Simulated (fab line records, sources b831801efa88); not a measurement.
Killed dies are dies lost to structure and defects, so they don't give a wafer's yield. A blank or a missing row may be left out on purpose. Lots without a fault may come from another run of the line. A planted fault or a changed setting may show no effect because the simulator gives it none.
Problem report in the 8D (eight disciplines) form, filled by code | flow gf180mcu | the parts of the form that need people (team, actions taken, sign-off) are left out

1. THE PROBLEM
CONTACT_CVD_00_THK at GF_CONTACT_THK_MEAS_01 reads a mean of 252 nm on 6 wafers of 2 lots; wafers without a fault read 299 nm with a standard deviation of 3.1. That is -15 standard deviations from the usual mean.
First seen on wafer L453.1, day 21 03:43, on film_metro-04. The record holds 36 wafers of 12 lots with a number at this step. Rule for "out", or "out of limits": more than 4 standard deviations from the usual mean. The other wafers with a number count as sound.

2. WHAT IT IS AND WHAT IT IS NOT
question                    | is                           | is not
which readings at this step | CONTACT_CVD_00_THK           | -
which lots                  | L453, L454                   | L436, L437, L438, L440, L441, L442, L443, L445, L446, L459
which wafers of those lots  | all that have a number       | -
read on which gauges        | film_metro-03, film_metro-04 | film_metro-02
when                        | from day 21 03:43            | up to then (27 sound wafers); but 3 sound wafers of L459 came after

3. SUSPECTS, AND WHAT RULES EACH OUT
Counting: a tool at a process step up to the reading stays a suspect if it ran every lot that is out and no sound lot after the first of them.
- the gauge at GF_CONTACT_THK_MEAS_01: ruled out. The wafers that are out were read on 2 gauges (film_metro-03, film_metro-04).
- rtp_anneal-01 at GF_PSD_RTA_13 (time 20 s): ruled out as a lasting fault. Sound lots L459 ran on it after its first lot that is out, L453 (day 20 02:20).
- rtp_anneal-01 at GF_SALICIDE_RTA_06 (time 30 s): kept. It ran every lot that is out, first L453 (day 21 03:20), and no sound lot after that; its last sound lot up to then is L445 (day 18 07:31).
- rtp_anneal-02 at GF_SALICIDE_RTA_08 (time 30 s): kept. It ran every lot that is out, first L453 (day 21 03:34), and no sound lot after that; its last sound lot up to then is L445 (day 18 07:43).
- hdpcvd-02 at GF_CONTACT_CVD_00 (deposits SiO2, target thk 300 nm, time 50 s): kept. It ran every lot that is out, first L453 (day 21 03:40), and no sound lot after that; its last sound lot up to then is L446 (day 18 13:04). Its own readings are out on those wafers: sih4_flow_sccm.
Left after counting: rtp_anneal-01 at GF_SALICIDE_RTA_06, rtp_anneal-02 at GF_SALICIDE_RTA_08, hdpcvd-02 at GF_CONTACT_CVD_00.

4. THE CAUSE (what the simulator had put in)
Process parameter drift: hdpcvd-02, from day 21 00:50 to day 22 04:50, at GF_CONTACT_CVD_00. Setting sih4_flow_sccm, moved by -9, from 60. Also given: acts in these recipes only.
Counting left 3 suspects, and this tool is among them.

5. THE CHAIN OF EFFECTS, in route order
Each row: a reading whose mean over the struck wafers that have a number lies more than 3 standard deviations from the usual. Only readings for which the record gives a usual standard deviation are gone through. hours: the time from each lot's start at the first step in this table that gives one to its start at this step, as a median over the lots. sigmas: the change in usual standard deviations.
hours | step                   | reading            | usual      | on struck wafers | change | sigmas
0     | GF_CONTACT_CVD_00      | sih4_flow_sccm     | 60.01 sccm | 51.04            | -8.97  | -53
0     | GF_CONTACT_THK_MEAS_01 | CONTACT_CVD_00_THK | 299 nm     | 252              | -46    | -15
-     | GF_CONTACT_ETCH_17     | oes_product_au     | 0.814 a.u. | 0.788            | -0.026 | -5.0
The process steps in it:
- GF_CONTACT_CVD_00: deposits SiO2, target thk 300 nm, time 50 s.
- GF_CONTACT_ETCH_17: etches SiO2 in C4F8/O2/Ar, stops on CoSi2, target depth 860 nm.

6. WHAT WOULD HAVE CAUGHT IT SOONER
In this record the first reading out of limits at a measuring or inspecting step was taken at day 21 03:43, 3 hours after the fault began at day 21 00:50.
The tool's own readings at GF_CONTACT_CVD_00 were out on every struck wafer that the step has a row for (sih4_flow_sccm): an alarm limit on them would have fired on the first of those.
Of the lots that are out (2), L454 began GF_CONTACT_CVD_00 on hdpcvd-02 after day 21 03:43. A hold on the tool at that time would have spared it.
